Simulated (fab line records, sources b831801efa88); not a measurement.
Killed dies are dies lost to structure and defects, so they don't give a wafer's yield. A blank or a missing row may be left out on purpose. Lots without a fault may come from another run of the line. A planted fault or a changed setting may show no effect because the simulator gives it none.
fab line records | flow sky130
record lots=7 wafers=18 last_day=50
route steps=708 shown VIA2@516 METAL3@532 PAD_OPEN@708
lots that met no fault: from a run of the same line without faults
start_h: hours from the record's first day to the start of the lot's first wafer shown | wait_h: hours since the lot's step before | " the same as in the row above | L1.1+2: a row that stands for several wafers | - no value, or no start given | * or withheld: withheld | < > ~ a bound
route shown NAME@n: a module of which the file shows steps, and the number in the route of the first | usual: mean/standard deviation of fault-free wafers | same: alike in all rows | chamber/n: place in a boat | sites: the reading at each site | _std_site: their standard deviation | _edge_site: outer sites' mean less inner sites' | radius_mm: how far each site lies from the wafer's centre | mask NAME#n: copy n | behind: the tool/chamber that last shaped the wafer | hold: why the lot was held/for how many hours/how that ended | device: the transistor (n, p or np) that didn't switch | end of line: the same wafers' tests at the end of the route | a step without rows: its recipe alone | killed: dies lost to structure and defects at the first sort, not the wafer's yield | map: a wafer's dies, x killed, . not, _ none there
set.NAME: the setting as run; set.NAME@STEP: as run at that earlier step | model.NAME: the simulator's own value behind a step, which no gauge read
lots at some steps of the route; a table a step, a row a wafer
services: from which hour (start_h, from the record's first day; less than 0 if before it) a tool's chamber was out of use, for how many hours, and why
## steps
# step SKY_VIA2_EXPOSE_09
# recipe mask_id=VIM2 na=0.8 source_shape=annular sigma_inner=0.55 sigma_outer=0.85 target_cd_nm=200 dose_mj=38
# step SKY_VIA2_PEB_10
# recipe peb_temp_c=withheld peb_time_s=withheld resist=KrF-thick
# step SKY_VIA2_DEVELOP_11
# recipe develop_time_s=60 resist=KrF-thick dev_temp_c=21
# step SKY_VIA2_CD_MEAS_12
# recipe target_cd_nm=200
# usual cd_nm=199.9/1.3
# columns lot.wafer tool chamber start_h wait_h cd_nm
L644.2 cd_sem-01 - 898.29 - 201.0
L644.3 " - " " 201.4
L644.5 " - " " 200.1
L645.1 cd_sem-02 - 904.52 - 199.4
L645.3 " - " " 199.7
L645.4 " - " " 199.7
L648.1 cd_sem-01 - 927.12 - 198.7
L648.3 " - " " 199.9
L650.3 cd_sem-02 - 931.87 - 200.1
L650.6 " - " " 200.7
L652.1 cd_sem-02 - 946.28 - 201.9
L652.6 " - " " 201.1
L658.2 cd_sem-02 - 1004.54 - 200.3
L658.4 " - " " 200.4
L658.6 " - " " 198.4
L661.1 cd_sem-01 - 1015.32 - 199.2
L661.3 " - " " 199.7
L661.6 " - " " 200.6
# step SKY_VIA2_OVL_MEAS_13
# usual VIA2_OVL=1/5.5
# columns lot.wafer tool chamber start_h wait_h VIA2_OVL[nm]
L644.2 overlay-02 - 898.40 0.1 3
L644.3 " - " " 0
L644.5 " - " " -7
L645.1 overlay-02 - 904.64 0.1 0
L645.3 " - " " 1
L645.4 " - " " 2
L648.1 overlay-01 - 927.24 0.1 0
L648.3 " - " " -3
L650.3 overlay-02 - 931.97 0.1 0
L650.6 " - " " -8
L652.1 overlay-02 - 946.40 0.1 -1
L652.6 " - " " 5
L658.2 overlay-01 - 1004.65 0.1 3
L658.4 " - " " 9
L658.6 " - " " 6
L661.1 overlay-02 - 1015.44 0.1 8
L661.3 " - " " 3
L661.6 " - " " 7
# step SKY_VIA2_ETCH_14
# recipe chemistry=N2/H2 target=BARC ion_energy_ev=200 source_w=500 bias_w=100 pressure_mtorr=30 n2_flow_sccm=100 h2_flow_sccm=200 stop_on=SiO2 time_s=45.9 target_depth_a=600
# usual drypump_motor_current_A=5.8/0.42 oes_product_au=0.853/0.0048 throttle_valve_pct=13.225/0.0088
# same time_s=45.9
# columns lot.wafer tool chamber start_h wait_h drypump_motor_current_A oes_product_au rf_hours_counter_h throttle_valve_pct
L644.2 rie_diel-04 3 898.43 0.0 5.7 0.853 14 13.217
L644.3 " 0 " " 6.2 0.853 8 13.226
L644.5 " 2 " " 5.1 0.858 - 13.234
L645.1 rie_diel-02 3 904.68 0.0 6.6 0.859 10 13.214
L645.3 " 1 " " 6.0 0.847 6 13.219
L645.4 " 1 " " 6.0 0.853 - 13.231
L648.1 rie_diel-02 1 927.28 0.0 6.0 0.849 7 13.215
L648.3 " 0 " " 6.1 0.856 16 13.216
L650.3 rie_diel-02 1 931.99 0.0 6.0 0.850 7 13.214
L650.6 " 0 " " 6.0 0.852 - 13.221
L652.1 rie_diel-01 1 946.44 0.0 5.3 0.852 12 13.231
L652.6 " 1 " " 5.2 0.850 - 13.240
L658.2 rie_diel-04 0 1004.68 0.0 6.3 0.852 12 13.231
L658.4 " 3 " " 5.7 0.849 18 13.219
L658.6 " 2 " " 5.1 0.850 - 13.225
L661.1 rie_diel-01 1 1015.48 0.0 5.3 0.842 14 13.239
L661.3 " 3 " " 5.4 0.852 19 13.216
L661.6 " 1 " " 5.3 0.844 - 13.235
# step SKY_VIA2_ETCH_15
# recipe target=SiO2 chemistry=C4F8/O2/Ar target_depth_nm=546 stop_on=TiN mask_material=KrF-thick source_w=1500 bias_w=1200 pressure_mtorr=40 c4f8_flow_sccm=withheld O2_flow_sccm=6 Ar_flow_sccm=300 time_s=84
# usual oes_product_au=0.939/0.0045
# same time_s=84
# columns lot.wafer tool chamber start_h wait_h oes_product_au rf_hours_counter_h
L644.2 rie_diel-04 3 898.47 0.0 0.935 14
L644.3 " 0 " " 0.937 8
L644.5 " 2 " " 0.942 -
L645.1 rie_diel-02 3 904.72 0.0 0.939 10
L645.3 " 1 " " 0.934 6
L645.4 " 1 " " 0.941 -
L648.1 rie_diel-02 1 927.32 0.0 0.944 7
L648.3 " 0 " " 0.934 16
L650.3 rie_diel-02 1 932.03 0.0 0.937 7
L650.6 " 0 " " 0.930 -
L652.1 rie_diel-01 1 946.50 0.0 0.942 12
L652.6 " 1 " " 0.946 -
L658.2 rie_diel-04 0 1004.72 0.0 0.936 12
L658.4 " 3 " " 0.933 18
L658.6 " 2 " " 0.940 -
L661.1 rie_diel-01 1 1015.52 0.0 0.942 14
L661.3 " 3 " " 0.938 19
L661.6 " 1 " " 0.931 -
# step SKY_VIA2_STRIP_16
# recipe chemistry=O2/N2 power_w=1400 pressure_mtorr=1500 platen_temp_c=withheld o2_flow_sccm=3000 n2_flow_sccm=300 overash_fraction=0.5
# usual drypump_motor_current_A=5.54/0.19 oes_product_au=0.399/0.0043 strip_time_to_endpoint_s=4.049/0.021
# columns lot.wafer tool chamber start_h wait_h drypump_motor_current_A oes_product_au rf_hours_counter_h strip_time_to_endpoint_s
L644.2 plasma_asher-04 1 898.53 0.0 5.20 0.406 78 4.056
L644.3 " 0 " " 5.53 0.400 - 4.054
L644.5 " 1 " " 5.19 0.403 - 4.055
L645.1 plasma_asher-04 1 904.78 0.0 5.21 0.404 78 4.038
L645.3 " 1 " " 5.20 0.403 - 4.088
L645.4 " 0 " " 5.54 0.399 - 4.062
L648.1 plasma_asher-03 0 927.38 0.0 5.57 0.393 48 4.058
L648.3 " 1 " " 5.74 0.395 - 4.055
L650.3 plasma_asher-03 0 932.13 0.1 5.57 0.395 - 4.064
L650.6 " 1 " " 5.73 0.398 - 4.075
L652.1 plasma_asher-02 1 946.60 0.1 5.69 0.390 20 4.069
L652.6 " 1 " " 5.68 0.402 - 4.057
L658.2 plasma_asher-03 1 1004.78 0.0 5.73 0.395 59 4.064
L658.4 " 1 " " 5.72 0.396 - 4.033
L658.6 " 0 " " 5.57 0.401 - 4.036
L661.1 plasma_asher-03 1 1015.58 0.0 5.76 0.400 60 4.068
L661.3 " 1 " " 5.75 0.395 - 4.046
L661.6 " 0 " " 5.57 0.395 - 4.084
# step SKY_VIA2_STRIP_17
# recipe chemistry=post_etch_residue_remover time_s=1200 temp_c=72.5
# step SKY_VIA2_CLEAN_18
# recipe chemistry=IPA time_s=180 temp_c=25
# step SKY_VIA2_CLEAN_19
# recipe chemistry=O3/DIW dry=n2_spin
# step SKY_VIA2_SPUTTER_20
# recipe material=TiN target_thk_nm=20 chamber_pressure_pa=5 power_w=4000 time_s=80
# usual throttle_valve_pct=30.1/1.1
# same time_s=80
# columns lot.wafer tool chamber start_h wait_h throttle_valve_pct
L644.2 pvd_sputter-03 - 899.31 0.0 30.0
L644.3 " - " " 28.6
L644.5 " - " " 28.5
L645.1 pvd_sputter-03 - 905.37 0.0 30.2
L645.3 " - " " 31.6
L645.4 " - " " 30.5
L648.1 pvd_sputter-03 - 927.98 0.0 30.0
L648.3 " - " " 28.7
L650.3 pvd_sputter-02 - 932.70 0.0 29.0
L650.6 " - " " 29.3
L652.1 pvd_sputter-04 - 947.23 0.0 30.6
L652.6 " - " " 28.4
L658.2 pvd_sputter-02 - 1005.42 0.0 29.4
L658.4 " - " " 30.0
L658.6 " - " " 30.1
L661.1 pvd_sputter-03 - 1016.22 0.0 28.8
L661.3 " - " " 30.7
L661.6 " - " " 30.6
# step SKY_VIA2_CVD_21
# recipe material=W target_thk_nm=420 time_s=126.4 temp_c=400 pressure_torr=40
# usual heater_power_w=890/68
# columns lot.wafer tool chamber start_h wait_h heater_power_w since_wet_clean_h model.W_of_VIA2_CVD_21.thk_nm
L644.2 cvd_w-01 0 899.37 0.0 911 495 428.4
L644.3 " 0 " " 923 - 424.8
L644.5 " 1 " " 929 - 416.7
L645.1 cvd_w-01 0 905.43 0.0 937 501 432.5
L645.3 " 1 " " 924 - 426.4
L645.4 " 0 " " 923 - 437.2
L648.1 cvd_w-01 0 928.04 0.0 924 524 426.5
L648.3 " 1 " " 904 - 270.2
L650.3 cvd_w-01 0 932.80 0.1 932 - 280.6
L650.6 " 1 " " 930 - 274.2
L652.1 cvd_w-01 0 947.29 0.0 939 543 430.2
L652.6 " 0 " " 947 - 278.7
L658.2 cvd_w-02 1 1005.48 0.0 705 87 414.2
L658.4 " 0 " " 862 - 416.8
L658.6 " 1 " " 703 - 422.1
L661.1 cvd_w-01 0 1016.28 0.0 948 612 433.5
L661.3 " 1 " " 916 - 421.8
L661.6 " 1 " " 920 - 422
# step SKY_VIA2_RS_MEAS_22
# recipe thk_meas_gauge=four-point-probe reads=W_of_VIA2_CVD_21+TiN_of_VIA2_SPUTTER_20
# usual VIA2_W_RS=0.272/0.0043
# columns lot.wafer tool chamber start_h wait_h hold VIA2_W_RS[ohm/sq]
L644.2 film_metro-03 - 899.52 0.1 - 0.268
L644.3 " - " " - 0.270
L644.5 " - " " - 0.275
L645.1 film_metro-03 - 905.56 0.1 - 0.265
L645.3 " - " " - 0.269
L645.4 " - " " - 0.262
L648.1 film_metro-03 - 928.17 0.1 await_dispo/0.2h/release 0.269
L648.3 " - " " await_dispo/0.2h/release 0.426
L648.1 film_metro-03 - 928.45 0.3 - 0.268
L648.3 " - " " - 0.426
L650.3 film_metro-04 - 932.93 0.1 await_dispo/0.2h/release 0.412
L650.6 " - " " await_dispo/0.2h/release 0.421
L650.3 film_metro-04 - 933.21 0.3 - 0.411
L650.6 " - " " - 0.420
L652.1 film_metro-03 - 947.42 0.1 await_dispo/0.2h/release 0.266
L652.6 " - " " await_dispo/0.2h/release 0.413
L652.1 film_metro-03 - 947.71 0.3 - 0.266
L652.6 " - " " - 0.413
L658.2 film_metro-03 - 1005.63 0.1 - 0.277
L658.4 " - " " - 0.275
L658.6 " - " " - 0.271
L661.1 film_metro-03 - 1016.41 0.1 - 0.264
L661.3 " - " " - 0.272
L661.6 " - " " - 0.271
# step SKY_VIA2_THK_MEAS_23
# recipe thk_meas_gauge=xrf reads=W_of_VIA2_CVD_21
# usual VIA2_W_THK=413/7.2
# columns lot.wafer tool chamber start_h wait_h hold VIA2_W_THK[nm]
L644.2 film_metro-03 - 899.63 0.1 - 424
L644.3 " - " " - 421
L644.5 " - " " - 411
L645.1 film_metro-03 - 905.68 0.1 - 426
L645.3 " - " " - 418
L645.4 " - " " - 428
L648.1 film_metro-03 - 931.85 3.4 await_dispo/0.2h/release 418
L648.3 " - " " await_dispo/0.2h/release 267
L648.1 film_metro-03 - 932.18 0.3 - 418
L648.3 " - " " - 266
L650.3 film_metro-04 - 936.29 3.1 await_dispo/0.2h/release 277
L650.6 " - " " await_dispo/0.2h/release 269
L650.3 film_metro-04 - 936.52 0.2 - 276
L650.6 " - " " - 271
L652.1 film_metro-03 - 950.20 2.5 await_dispo/0.2h/release 426
L652.6 " - " " await_dispo/0.2h/release 276
L652.1 film_metro-03 - 950.55 0.3 - 426
L652.6 " - " " - 278
L658.2 film_metro-03 - 1005.74 0.1 - 402
L658.4 " - " " - 407
L658.6 " - " " - 415
L661.1 film_metro-03 - 1016.53 0.1 - 427
L661.3 " - " " - 420
L661.6 " - " " - 417
# step SKY_VIA2_CMP_24
# recipe stop_on=SiO2 t_overpolish_s=20 down_force_psi=3.5 platen_rpm=60 target_thk_nm=0 pad_velocity_m_s=0.94248
# usual motor_current_A=10.1/1.2 time_to_endpoint_s=101/3.6
# columns lot.wafer tool chamber start_h wait_h hold motor_current_A time_to_endpoint_s
L644.2 cmp-02 2 899.73 0.1 - 7.6 106
L644.3 " 0 " " - 11.9 103
L644.5 " 2 " " - 7.9 102
L645.4 cmp-01 3 905.74 0.0 - 11.1 104
L645.3 " 0 " " - 10.7 104
L645.1 " 1 " " - 9.9 106
L648.3 cmp-02 1 933.37 1.2 await_dispo/1.1h/release 10.8 61
L648.1 " 0 " " await_dispo/1.1h/release 11.8 100
L650.3 cmp-02 1 940.00 3.5 await_dispo/3.4h/release 11.8 65
L650.6 " 1 " " await_dispo/3.4h/release 11.2 64
L652.1 cmp-01 3 955.81 5.2 await_dispo/5.0h/release 11.0 111
L652.6 " 0 " " await_dispo/5.0h/release 10.5 71
L658.2 cmp-02 0 1005.79 0.0 - 11.4 94
L658.4 " 1 " " - 11.4 97
L658.6 " 0 " " - 11.4 96
L661.1 cmp-01 1 1016.69 0.1 - 10.1 100
L661.3 " 2 " " - 8.8 103
L661.6 " 3 " " - 10.8 100
# step SKY_METAL3_SPUTTER_00
# recipe material=Ti target_thk_nm=15 power_w=3000 time_s=10 chamber_pressure_pa=0.4
# usual throttle_valve_pct=29.8/0.97
# same time_s=10
# columns lot.wafer tool chamber start_h wait_h throttle_valve_pct
L644.2 pvd_sputter-02 - 899.98 0.2 29.0
L644.3 " - " " 28.7
L644.5 " - " " 29.0
L645.1 pvd_sputter-01 - 906.04 0.1 29.7
L645.3 " - " " 30.7
L645.4 " - " " 29.1
L648.1 pvd_sputter-02 - 933.67 0.1 30.5
L648.3 " - " " 28.9
L650.3 pvd_sputter-04 - 940.30 0.2 29.9
L650.6 " - " " 30.5
L652.1 pvd_sputter-01 - 955.97 0.1 27.5
L652.6 " - " " 27.9
L658.2 pvd_sputter-04 - 1006.09 0.2 28.5
L658.4 " - " " 29.5
L658.6 " - " " 28.3
L661.1 pvd_sputter-04 - 1016.89 0.1 31.7
L661.3 " - " " 28.4
L661.6 " - " " 28.3
# step SKY_PAD_OPEN_PROBE_99
# usual defect_limited_yield=82.4/1.8 killed_at_M0_to_M3=45/6.8 killed_at_M4_up=3.2/1.6 killed_at_contacts=24/5.1 killed_at_front_end=14/4.4 killed_at_other=0.4/0.65 killed_dies=87/8.8 killed_on_rim=17/3.6 killed_open=47/7.2 killed_short=39/6.1 sort_bin_3_pad_short=0.9/0.38 sort_bin_5_function=10.4/1.5 sort_bin_6_memory=6.4/1.1 sort_n_pass=405/8.8 sort_yield_pct=82.4/1.8
# same gross_dies=492 killed_at_back_side=0 sort_bin_4_leakage[%]=0 sort_bin_8_speed[%]=0
# columns lot.wafer tool chamber start_h wait_h defect_limited_yield[%] killed_at_M0_to_M3 killed_at_M4_up killed_at_contacts killed_at_front_end killed_at_other killed_dies killed_on_rim killed_open killed_short sort_bin_3_pad_short[%] sort_bin_5_function[%] sort_bin_6_memory[%] sort_n_pass sort_yield_pct[%]
L644.2 prober-02 - 1114.89 0.1 85.2 36 1 26 10 0 73 19 51 21 0 9.1 5.7 419 85.2
L644.3 prober-02 - 1114.94 0.2 82.7 44 3 20 18 0 85 20 43 40 1.4 8.9 6.9 407 82.7
L644.5 prober-02 - 1115.04 0.2 81.1 44 3 39 7 0 93 22 51 42 0.8 12.2 5.9 399 81.1
L645.1 prober-01 - 1120.40 0.1 79.3 61 2 24 15 0 102 26 64 37 0.8 12.2 7.7 390 79.3
L645.3 prober-01 - 1120.50 0.2 81.9 47 3 19 19 1 89 19 54 35 1.0 11.0 6.1 403 81.9
L645.4 prober-01 - 1120.55 0.2 81.7 46 2 23 18 1 90 15 55 34 0.6 8.5 9.1 402 81.7
L658.2 prober-02 - 1195.17 0.1 81.1 55 5 22 10 1 93 20 49 44 1.4 11.8 5.7 399 81.1
L658.4 prober-02 - 1195.27 0.2 81.7 44 7 23 16 0 90 19 51 38 0.6 12.2 5.5 402 81.7
L658.6 prober-02 - 1195.37 0.2 84.8 38 1 30 6 0 75 11 37 37 1.6 9.8 3.9 417 84.8
# killed by level:class
L644.2 CONTACT:geometric_particle:open=16 VIA1:geometric_particle:open=13 VIA3:geometric_particle:open=7 FIELD_ISO:geometric_particle:open=4 CONTACT:geometric_particle:short=4 VIA1:geometric_particle:short=4 VIA2:geometric_particle:open=4 FIELD_ISO:geometric_particle:short=3
L644.3 VIA2:geometric_particle:open=9 CONTACT:geometric_particle:open=7 VIA1:geometric_particle:open=7 FIELD_ISO:geometric_particle:short=6 LI_CONTACT:geometric_particle:open=5 VIA1:geometric_particle:short=5 VIA3:geometric_particle:open=4 POLY_GATE:geometric_particle:open=4
L644.5 CONTACT:geometric_particle:open=12 CONTACT:geometric_particle:short=10 METAL2:geometric_particle:short=10 VIA2:geometric_particle:open=9 VIA1:geometric_particle:open=8 LOCAL_INTERCONNECT:geometric_particle:short=7 LI_CONTACT:geometric_particle:open=6 VIA3:geometric_particle:open=5
L645.1 VIA1:geometric_particle:open=22 CONTACT:geometric_particle:open=12 VIA1:geometric_particle:short=10 VIA3:geometric_particle:open=9 FIELD_ISO:geometric_particle:open=6 LOCAL_INTERCONNECT:geometric_particle:short=4 FIELD_ISO:geometric_particle:short=3 POLY_GATE:geometric_particle:short=3
L645.3 VIA1:geometric_particle:open=10 LI_CONTACT:geometric_particle:open=9 FIELD_ISO:geometric_particle:open=7 VIA2:geometric_particle:open=7 METAL1:geometric_particle:short=6 VIA3:geometric_particle:open=6 CONTACT:geometric_particle:short=4 CONTACT:geometric_particle:open=4
L645.4 VIA1:geometric_particle:open=14 CONTACT:geometric_particle:open=9 LI_CONTACT:geometric_particle:open=7 METAL1:geometric_particle:short=7 VIA2:geometric_particle:open=7 VIA3:geometric_particle:open=7 FIELD_ISO:geometric_particle:open=5 FIELD_ISO:geometric_particle:short=5
L658.2 CONTACT:geometric_particle:open=10 LI_CONTACT:geometric_particle:open=9 VIA1:geometric_particle:short=8 VIA1:geometric_particle:open=8 METAL2:geometric_particle:short=8 VIA3:geometric_particle:open=8 VIA2:geometric_particle:open=7 METAL1:geometric_particle:short=6
L658.4 VIA2:geometric_particle:open=12 VIA1:geometric_particle:open=9 LI_CONTACT:geometric_particle:open=9 POLY_GATE:geometric_particle:short=7 METAL4:geometric_particle:short=7 CONTACT:geometric_particle:open=6 METAL1:geometric_particle:short=6 VIA3:geometric_particle:open=6
L658.6 CONTACT:geometric_particle:open=11 CONTACT:geometric_particle:short=8 METAL1:geometric_particle:short=6 VIA3:geometric_particle:open=6 VIA1:geometric_particle:open=6 VIA3:geometric_particle:short=6 METAL2:geometric_particle:short=5 LI_CONTACT:geometric_particle:open=4
## services
# columns tool chamber start_h hours kind
cmp-02 - 876.24 1.0 repair
rie_diel-02 1 884.79 5.1 repair
cmp-02 - 893.70 0.6 repair
rie_diel-02 2 903.95 10.2 repair
cvd_w-02 - 904.00 14.0 pm
cmp-01 - 912.00 4.0 pm
pvd_sputter-01 - 912.02 5.0 repair
cmp-01 - 916.00 - consumable_replace:conditioner
rie_diel-02 - 916.70 1.5 repair
plasma_asher-04 - 931.55 2.6 repair
rie_diel-01 2 932.44 14.3 repair
plasma_asher-04 - 932.71 2.7 repair
plasma_asher-04 - 938.11 63.4 repair
rie_diel-01 3 940.84 6.3 repair
pvd_sputter-04 - 942.86 2.5 repair
rie_diel-04 2 943.46 29.7 repair
rie_diel-04 1 947.01 8.4 repair
plasma_asher-02 - 960.83 9.2 repair
pvd_sputter-01 - 962.70 3.1 repair
cmp-02 - 964.60 0.3 repair
rie_diel-02 - 971.88 2.8 pm
rie_diel-01 1 978.05 4.4 repair
rie_diel-01 0 999.86 12.3 repair
rie_diel-01 2 1007.87 2.7 repair
## key
first_sign step=SKY_VIA2_RS_MEAS_22 reading=visit direction=added
effect step=SKY_VIA2_RS_MEAS_22 reading=VIA2_W_RS direction=up sigmas=34 usual=0.272 struck=0.418
effect step=SKY_VIA2_THK_MEAS_23 reading=visit direction=added
effect step=SKY_VIA2_THK_MEAS_23 reading=VIA2_W_THK direction=down sigmas=20 usual=413 struck=272
effect step=SKY_VIA2_CMP_24 reading=time_to_endpoint_s direction=down sigmas=10 usual=* struck=*
model_effect step=SKY_VIA2_CVD_21 value=W_of_VIA2_CVD_21.thk_nm without=421.2 struck=275.9
met_at SKY_VIA2_CVD_21
struck_wafers L648.3,L650.3,L650.6,L652.6
onset_between 905.43 928.04
fault kind=process_parameter_drift tool=cvd_w-01 chamber=- onset_h=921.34 steps=SKY_VIA2_CVD_21 channel=target_thk_nm offset=-144.83 shape=step end_h=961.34 scope=struck_wafers_only acts_in=these_recipes_only stated=420
